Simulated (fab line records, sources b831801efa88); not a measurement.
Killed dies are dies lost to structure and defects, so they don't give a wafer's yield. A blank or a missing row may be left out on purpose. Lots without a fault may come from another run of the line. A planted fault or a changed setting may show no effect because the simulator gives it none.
fab line records | flow sfq_line
record lots=15 wafers=45 last_day=95
route steps=325 shown I0@53 I1@83 M2@99 I2@103
lots that met no fault: from a run of the same line without faults
start_h: hours from the record's first day to the start of the lot's first wafer shown | wait_h: hours since the lot's step before | " the same as in the row above | L1.1+2: a row that stands for several wafers | - no value, or no start given | * or withheld: withheld | < > ~ a bound
route shown NAME@n: a module of which the file shows steps, and the number in the route of the first | usual: mean/standard deviation of fault-free wafers | same: alike in all rows | chamber/n: place in a boat | sites: the reading at each site | _std_site: their standard deviation | _edge_site: outer sites' mean less inner sites' | radius_mm: how far each site lies from the wafer's centre | mask NAME#n: copy n | behind: the tool/chamber that last shaped the wafer | hold: why the lot was held/for how many hours/how that ended | device: the transistor (n, p or np) that didn't switch | end of line: the same wafers' tests at the end of the route | a step without rows: its recipe alone | killed: dies lost to structure and defects at the first sort, not the wafer's yield | map: a wafer's dies, x killed, . not, _ none there
set.NAME: the setting as run; set.NAME@STEP: as run at that earlier step | model.NAME: the simulator's own value behind a step, which no gauge read
steps of the route over a sample of lots; a table a step, a row a wafer
services: from which hour (start_h, from the record's first day; less than 0 if before it) a tool's chamber was out of use, for how many hours, and why
## steps
# step SFQ_I0_OVL_MEAS_908
# usual I0_OVL=1/6
# columns lot.wafer tool chamber start_h wait_h I0_OVL[nm]
L925.2 overlay-01 - 375.73 0.1 4
L925.3 " - " " -1
L925.4 " - " " -3
L926.3 overlay-02 - 380.27 0.1 -9
L926.4 " - " " 3
L926.6 " - " " 11
L928.1 overlay-01 - 382.66 0.1 3
L928.4 " - " " -5
L928.6 " - " " -7
L929.3 overlay-02 - 385.07 0.1 0
L929.4 " - " " -7
L929.5 " - " " -2
L930.1 overlay-01 - 387.46 0.1 -10
L930.3 " - " " -3
L930.4 " - " " -3
L931.4 overlay-01 - 388.68 0.1 5
L931.5 " - " " 4
L931.6 " - " " 6
L932.2 overlay-01 - 389.87 0.1 1
L932.4 " - " " 0
L932.6 " - " " 3
L933.1 overlay-01 - 393.46 0.1 11
L933.4 " - " " 8
L933.5 " - " " 5
L935.3 overlay-02 - 397.07 0.1 4
L935.4 " - " " 9
L935.5 " - " " 11
L937.1 overlay-01 - 400.66 0.1 2
L937.2 " - " " 0
L937.6 " - " " 3
L938.1 overlay-01 - 404.26 0.1 11
L938.3 " - " " 4
L938.4 " - " " 6
L939.1 overlay-02 - 442.66 0.1 -5
L939.2 " - " " 12
L939.6 " - " " 9
L940.1 overlay-01 - 443.86 0.1 3
L940.2 " - " " -1
L940.6 " - " " 2
L946.2 overlay-02 - 658.06 0.1 9
L946.3 " - " " 3
L946.4 " - " " 10
L947.3 overlay-02 - 660.47 0.1 -1
L947.4 " - " " -1
L947.6 " - " " -3
# step SFQ_I1_OVL_MEAS_913
# usual I1_OVL=3/5.5
# columns lot.wafer tool chamber start_h wait_h I1_OVL[nm]
L925.2 overlay-01 - 573.19 0.1 15
L925.3 " - " " 5
L925.4 " - " " 12
L926.3 overlay-01 - 575.60 0.1 -1
L926.4 " - " " -3
L926.6 " - " " -2
L928.1 overlay-02 - 579.19 0.1 -10
L928.4 " - " " -5
L928.6 " - " " -2
L929.3 overlay-01 - 580.40 0.1 1
L929.4 " - " " 6
L929.5 " - " " 6
L930.1 overlay-01 - 582.79 0.1 7
L930.3 " - " " -2
L930.4 " - " " 7
L931.4 overlay-01 - 585.21 0.1 6
L931.5 " - " " 1
L931.6 " - " " 4
L932.2 overlay-01 - 587.59 0.1 8
L932.4 " - " " 7
L932.6 " - " " 7
L933.1 overlay-02 - 588.79 0.1 0
L933.4 " - " " -5
L933.5 " - " " 8
L935.3 overlay-01 - 594.80 0.1 6
L935.4 " - " " 14
L935.5 " - " " 11
L937.1 overlay-02 - 599.59 0.1 10
L937.2 " - " " 16
L937.6 " - " " 10
L938.1 overlay-01 - 603.19 0.1 4
L938.3 " - " " 10
L938.4 " - " " 7
L939.1 overlay-02 - 604.39 0.1 6
L939.2 " - " " 2
L939.6 " - " " 0
L940.1 overlay-02 - 616.51 0.1 5
L940.2 " - " " 1
L940.6 " - " " 4
L946.2 overlay-02 - 935.13 0.1 9
L946.3 " - " " 6
L946.4 " - " " 11
L947.3 overlay-01 - 939.74 0.1 -8
L947.4 " - " " -4
L947.6 " - " " -4
# step SFQ_TRILAYER_M2_BARC_OPEN_METAL_ETCH_077
# recipe mask_material=PR chemistry=O2 target_depth_nm=125 target=BARC icp_w=600 bias_w=80 pressure_mtorr=10 time_s=41.7
# usual bias_w=80.00/0.25 drypump_motor_current_A=5.7/0.42 oes_product_au=0.685/0.0047 run_length_s=70.19/0.28
# columns lot.wafer tool chamber start_h wait_h bias_w drypump_motor_current_A oes_product_au rf_hours_counter_h run_length_s
L925.2 rie_metal-03 1 747.76 0.0 80.55 5.3 0.689 - 70.22
L925.3 " 1 " " 80.32 5.3 0.676 - 70.43
L925.4 " 1 " " 80.36 5.3 0.686 - 70.33
L926.3 rie_metal-02 0 750.16 0.0 80.56 5.4 0.684 - 70.03
L926.4 " 1 " " 80.21 6.2 0.688 - 70.33
L926.6 " 0 " " 80.33 5.4 0.690 - 70.17
L928.1 rie_metal-04 0 754.94 0.0 80.05 6.2 0.684 101 70.29
L928.4 " 1 " " 79.92 6.0 0.682 - 69.95
L928.6 " 0 " " 79.68 6.2 0.684 - 70.12
L929.3 rie_metal-02 0 756.16 0.0 79.75 5.4 0.685 - 69.68
L929.4 " 1 " " 80.12 6.3 0.686 - 70.30
L929.5 " 0 " " 79.89 5.4 0.685 - 69.67
L930.1 rie_metal-03 1 758.54 0.0 80.13 5.3 0.684 60 71.08
L930.3 " 1 " " 80.08 5.3 0.678 - 70.26
L930.4 " 1 " " 80.51 5.3 0.680 - 70.33
L931.4 rie_metal-04 1 759.76 0.0 80.01 6.1 0.683 - 70.41
L931.5 " 0 " " 79.79 6.2 0.687 - 70.22
L931.6 " 1 " " 79.76 6.0 0.681 - 70.32
L932.2 rie_metal-03 1 762.16 0.0 80.35 5.3 0.685 - 70.87
L932.4 " 1 " " 80.01 5.3 0.685 - 70.20
L932.6 " 1 " " 79.96 5.3 0.684 - 70.57
L933.1 rie_metal-04 0 764.54 0.0 79.71 6.2 0.681 102 70.08
L933.4 " 0 " " - 6.2 0.700 - 68.94
L933.5 " 0 " " 79.74 6.2 0.686 - 69.97
L935.3 rie_metal-04 0 771.88 0.0 79.62 6.2 0.676 - 70.05
L935.4 " 1 " " - 6.0 0.702 - 68.50
L935.5 " 1 " " 80.15 6.0 0.686 - 70.48
L937.1 rie_metal-04 0 775.72 0.0 80.17 6.2 0.679 104 69.97
L937.2 " 1 " " 80.11 6.1 0.687 134 69.83
L937.6 " 1 " " - 6.1 0.704 - 68.76
L938.1 rie_metal-02 1 776.92 0.0 79.80 6.2 0.684 26 70.14
L938.3 " 1 " " 79.51 6.2 0.694 - 69.90
L938.4 " 0 " " 79.94 5.4 0.687 - 69.68
L939.1 rie_metal-03 0 778.12 0.0 80.14 5.4 0.684 56 70.23
L939.2 " 1 " " 80.41 5.3 0.686 64 70.83
L939.6 " 1 " " 80.11 5.3 0.694 - 70.37
L940.1 rie_metal-03 1 780.52 0.0 79.84 5.3 0.682 65 70.24
L940.2 " 0 " " 80.34 5.3 0.680 57 70.22
L940.6 " 0 " " 79.66 5.3 0.678 - 70.09
L946.2 rie_metal-02 1 939.62 0.0 79.57 6.3 0.690 49 69.92
L946.3 " 0 " " 79.87 5.4 0.684 - 69.70
L946.4 " 1 " " 79.51 6.3 0.683 - 70.15
L947.3 rie_metal-02 1 952.39 0.0 80.17 6.3 0.687 - 70.14
L947.4 " 0 " " 80.30 5.4 0.688 - 69.98
L947.6 " 0 " " 80.24 5.4 0.687 - 69.98
# step SFQ_TRILAYER_I2_DEP_PECVD_063
# recipe material=SiO2 temp_c=150 time_s=111.11 pressure_torr=2.4 rf_w=183.3 precursor=SiH4/N2O target_thk_nm=500
# usual heater_power_w=77/16 throttle_valve_pct=24.9/1.4
# columns lot.wafer tool chamber start_h wait_h heater_power_w throttle_valve_pct
L925.2 pecvd-02 0 749.48 0.0 56 25.3
L925.3 " 1 " " 79 25.1
L925.4 " 2 " " 95 24.9
L926.3 pecvd-03 1 751.10 0.0 94 27.4
L926.4 " 1 " " 97 27.2
L926.6 " 0 " " 77 24.4
L928.1 pecvd-02 1 755.90 0.0 75 25.2
L928.4 " 1 " " 81 25.3
L928.6 " 2 " " 100 25.0
L929.3 pecvd-03 0 757.10 0.0 81 24.6
L929.4 " 2 " " 54 26.0
L929.5 " 0 " " 89 24.6
L930.1 pecvd-01 0 760.28 0.0 76 23.7
L930.3 " 1 " " 75 22.5
L930.4 " 1 " " 79 22.7
L931.4 pecvd-02 2 760.74 0.0 83 24.9
L931.5 " 0 " " 49 25.8
L931.6 " 1 " " 83 25.2
L932.2 pecvd-03 1 763.88 0.0 83 27.3
L932.4 " 0 " " 93 24.4
L932.6 " 0 " " 77 24.3
L933.1 pecvd-01 1 765.50 0.0 71 22.5
L933.4 " 1 " " 75 22.3
L933.5 " 2 " " 84 24.0
L935.3 pecvd-03 1 772.86 0.0 90 27.5
L935.4 " 0 " " 83 24.2
L935.5 " 0 " " 86 24.4
L937.1 pecvd-03 0 776.68 0.0 76 24.6
L937.2 " 1 " " 96 27.5
L937.6 " 0 " " 86 24.5
L938.1 pecvd-01 1 777.88 0.0 84 22.7
L938.3 " 0 " " 76 23.9
L938.4 " 2 " " 82 24.2
L939.1 pecvd-03 1 779.08 0.0 93 27.3
L939.2 " 2 " " 45 26.2
L939.6 " 0 " " 87 24.3
L940.1 pecvd-03 1 781.48 0.0 93 27.2
L940.2 " 0 " " 89 24.3
L940.6 " 0 " " 93 24.3
L946.2 pecvd-02 1 940.58 0.0 72 25.5
L946.3 " 0 " " 49 25.7
L946.4 " 1 " " 76 25.3
L947.3 pecvd-03 1 953.33 0.0 87 22.5
L947.4 " 0 " " 89 23.1
L947.6 " 2 " " 37 23.1
## services
# columns tool chamber start_h hours kind
pecvd-03 2 763.81 12.9 repair
rie_metal-02 - 790.26 0.8 repair
rie_metal-04 1 807.94 - clean
rie_metal-04 1 807.94 18.4 scheduled_down
rie_metal-04 1 807.94 18.4 vent_cycle
pecvd-02 - 810.98 1.5 repair
rie_metal-03 0 819.71 21.8 repair
rie_metal-02 1 837.73 16.1 repair
rie_metal-03 0 867.72 4.5 repair
rie_metal-04 0 871.60 8.3 repair
rie_metal-02 1 885.18 5.5 repair
pecvd-02 1 901.83 2.4 repair
pecvd-03 - 933.25 14.0 pm
pecvd-03 0 933.25 19.9 vent_cycle
pecvd-03 1 933.25 14.0 vent_cycle
pecvd-03 2 933.25 14.0 vent_cycle
pecvd-03 0 934.17 19.0 repair
pecvd-03 0 947.25 - clean
pecvd-03 1 947.25 - clean
pecvd-03 2 947.25 - clean
## key
first_sign step=SFQ_TRILAYER_M2_BARC_OPEN_METAL_ETCH_077 reading=run_length_s direction=down sigmas=5.2 usual=* struck=*
effect step=SFQ_TRILAYER_M2_BARC_OPEN_METAL_ETCH_077 reading=oes_product_au direction=up sigmas=3.7 usual=0.685 struck=0.702
met_at SFQ_TRILAYER_M2_BARC_OPEN_METAL_ETCH_077
struck_lots L933,L935,L937
struck_wafers L933.4,L935.4,L937.6
not_acting_at SFQ_I0_OVL_MEAS_908,SFQ_I1_OVL_MEAS_913,SFQ_TRILAYER_I2_DEP_PECVD_063
onset_between 759.76 764.54
fault kind=process_parameter_drift tool=rie_metal-04 chamber=- onset_h=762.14 steps=SFQ_TRILAYER_M2_BARC_OPEN_METAL_ETCH_077 channel=time_s offset=* shape=step end_h=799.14 scope=struck_wafers_only acts_in=* stated=*
